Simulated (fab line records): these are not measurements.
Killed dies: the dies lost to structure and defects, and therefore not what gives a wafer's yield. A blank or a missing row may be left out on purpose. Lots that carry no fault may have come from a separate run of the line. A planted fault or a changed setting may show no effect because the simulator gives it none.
Matching of chambers | flow gf180mcu | cmp-02 running GF_V5_CMP_26: 4 sister chambers
The step polishes, stops on SiO2, t overpolish 15 s, target thk 0 nm. 4 wafers are shown with their chamber, then 7 later ones without.

EACH WAFER AND ITS CHAMBER
wafer  | chamber | timeToEndpointS (s)
L430.6 | 2       | 87
L433.6 | 1       | 84
L435.1 | 0       | 90
L435.3 | 3       | 89

WAFERS WHOSE CHAMBER IS MISSING
wafer  | timeToEndpointS (s)
L435.4 | 85
L437.1 | 89
L437.2 | 95
L437.5 | 88
L443.2 | 89
L443.4 | 88
L443.6 | 90

EACH ONE'S CHAMBER
wafer  | from the rows above               | in truth
L435.4 | can't be placed: 1 or 2 or 3      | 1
L437.1 | can't be placed: 3 or 0 or 2      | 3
L437.2 | can't be placed: 0 or 3 or 2      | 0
L437.5 | can't be placed: 2 or 3 or 0 or 1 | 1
L443.2 | can't be placed: 3 or 0 or 2      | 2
L443.4 | can't be placed: 2 or 3 or 0 or 1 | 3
L443.6 | can't be placed: 0 or 3 or 2      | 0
0 of 7 placed correctly. Unplaceable from these rows: 7, with the true chamber sitting among the candidates in 7. Number placed wrongly: 0.
How it was worked out, from the rows above alone: a wafer's distance from a chamber is the root of the sum, over the readings, of the square of ((its reading less the chamber's mean) divided by the reading's scatter). If the next closest chamber is less than 2 further off than the closest, the wafer can't be placed; otherwise it belongs to the closest. A chamber's mean is the mean of its shown wafers. The scatter: root of mean squared gap, hidden wafer to nearest shown wafer, with one shown wafer a chamber.
